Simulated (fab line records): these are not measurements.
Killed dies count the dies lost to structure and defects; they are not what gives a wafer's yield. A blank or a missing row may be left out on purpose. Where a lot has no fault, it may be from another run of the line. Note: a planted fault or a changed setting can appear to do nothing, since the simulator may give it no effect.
Split-lot study | flow sfqLine | 5 lots, 23 wafers read, on a route of 325 steps

== THE SPLIT ITSELF ==
At SFQ_TRILAYER_I1_VIA_LITHO_COAT_054 (resist thk 62 nm), the setting resistThkNm was moved away from the recipe's 62 nm on 8 of the 23 wafers read, by -3.6% to -2.2%. This setting was run at the recipe's value on the other wafers.

The reading comes from the split's own step.

== THE READING ==
BARC_of_TRILAYER_I1_VIA_LITHO_COAT_054.thkNm (the simulator's own value, which no gauge read), in nm, at SFQ_TRILAYER_I1_VIA_LITHO_COAT_054 (resist thk 62 nm). No usual value for it is given in the file. The 15 wafers here that ran the recipe average 61.92 nm, standard deviation 0.061 nm.

wafer  | tool, chamber at the split | resistThkNm as run, nm | against the recipe | BARC_of_TRILAYER_I1_VIA_LITHO_COAT_054.thkNm, nm | against lot-mates on the recipe
L075.1 | lithoTrack-03, 0           | 62                     | recipe             | 61.86                                            | -
L075.2 | lithoTrack-03, 0           | 62                     | recipe             | 61.91                                            | -
L075.3 | lithoTrack-03, 0           | 62                     | recipe             | 61.89                                            | -
L075.5 | lithoTrack-03, 0           | 62                     | recipe             | 61.84                                            | -
L075.6 | lithoTrack-03, 0           | 62                     | recipe             | 62                                               | -
L080.1 | lithoTrack-03, 0           | 60.03                  | -3.2%              | 59.95                                            | -2.00
L080.3 | lithoTrack-03, 0           | 62                     | recipe             | 61.91                                            | -
L080.4 | lithoTrack-03, 0           | 60.03                  | -3.2%              | 59.91                                            | -2.05
L080.5 | lithoTrack-03, 0           | 60.03                  | -3.2%              | 59.93                                            | -2.02
L080.6 | lithoTrack-03, 0           | 62                     | recipe             | 62                                               | -
L082.1 | lithoTrack-02, 0           | 62                     | recipe             | 61.91                                            | -
L082.2 | lithoTrack-02, 0           | 62                     | recipe             | 62.01                                            | -
L082.4 | lithoTrack-02, 0           | 59.75                  | -3.6%              | 60.02                                            | -1.95
L082.5 | lithoTrack-02, 0           | 59.75                  | -3.6%              | 59.62                                            | -2.35
L082.6 | lithoTrack-02, 0           | 62                     | recipe             | 61.99                                            | -
L084.1 | lithoTrack-02, 0           | 62                     | recipe             | 61.99                                            | -
L084.2 | lithoTrack-02, 0           | 62                     | recipe             | 61.87                                            | -
L084.4 | lithoTrack-02, 0           | 60.66                  | -2.2%              | 60.59                                            | -1.34
L084.5 | lithoTrack-02, 0           | 60.66                  | -2.2%              | 60.56                                            | -1.37
L084.6 | lithoTrack-02, 0           | 60.66                  | -2.2%              | 60.67                                            | -1.26
L085.2 | lithoTrack-03, 0           | 62                     | recipe             | 61.85                                            | -
L085.4 | lithoTrack-03, 0           | 62                     | recipe             | 61.85                                            | -
L085.3 | lithoTrack-03, 0           | 62                     | recipe             | 61.88                                            | -

FIT RESULTS
A straight line over all 23 wafers: BARC_of_TRILAYER_I1_VIA_LITHO_COAT_054.thkNm changes by +0.603 nm for each +1% of resistThkNm; r = +0.99; the points scatter about the line by 0.091 nm.
The same after taking each lot's own level away (the mean of its wafers on the recipe; 23 wafers): +0.615 nm for each +1%; r = +1.00; scatter 0.084 nm.
The reading moves by 2.2 nm for the largest change in resistThkNm, on that fit.
The lots' own levels span 61.860 to 61.970 nm, that is 1.8 times the standard deviation above.
The two slopes agree, so the slope changes little with the lot-to-lot level.
Check: with one of the wafers moved furthest among these (-3.6%) left out of the fit, the line predicts -2.3 nm for it against its lot-mates. It came out at -1.95 nm against them.

== THE OTHER SPLITS THESE WAFERS WENT THROUGH ==
Note: prior to the reading, these wafers also went through further splits. Each is held against what the fit with the lots' levels taken away leaves over:
other split on the same wafers                 | wafers away from the commonest value | r with BARC_of_TRILAYER_I1_VIA_LITHO_COAT_054.thkNm (lot level and that fit taken away)
SFQ_TRILAYER_INCOMING_OXIDATION_002 oxTimeS    | 18                                   | +0.26
SFQ_TRILAYER_L0_LITHO_COAT_005 spinRpm         | 5                                    | +0.25
SFQ_TRILAYER_L0_VIA_LITHO_COAT_013 spinRpm     | 9                                    | -0.17
SFQ_TRILAYER_M0_DEP_SPUTTER_019 timeS          | 5                                    | +0.06
SFQ_TRILAYER_M0_LITHO_PEB_024 pebTimeS         | 6                                    | +0.05
SFQ_TRILAYER_I0_VIA_LITHO_COAT_031 resistThkNm | 9                                    | -0.55
SFQ_TRILAYER_I0_VIA_ETCH_VIA_ETCH_034 biasW    | 11                                   | +0.18
SFQ_TRILAYER_M1_LITHO_COAT_044 spinRpm         | 8                                    | -0.24
SFQ_TRILAYER_M1_BARC_OPEN_METAL_ETCH_054 timeS | 7                                    | -0.02

== FILE'S OWN FIT ==
BARC_of_TRILAYER_I1_VIA_LITHO_COAT_054.thkNm changes by +0.612 nm for each +1% of resistThkNm, r = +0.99.
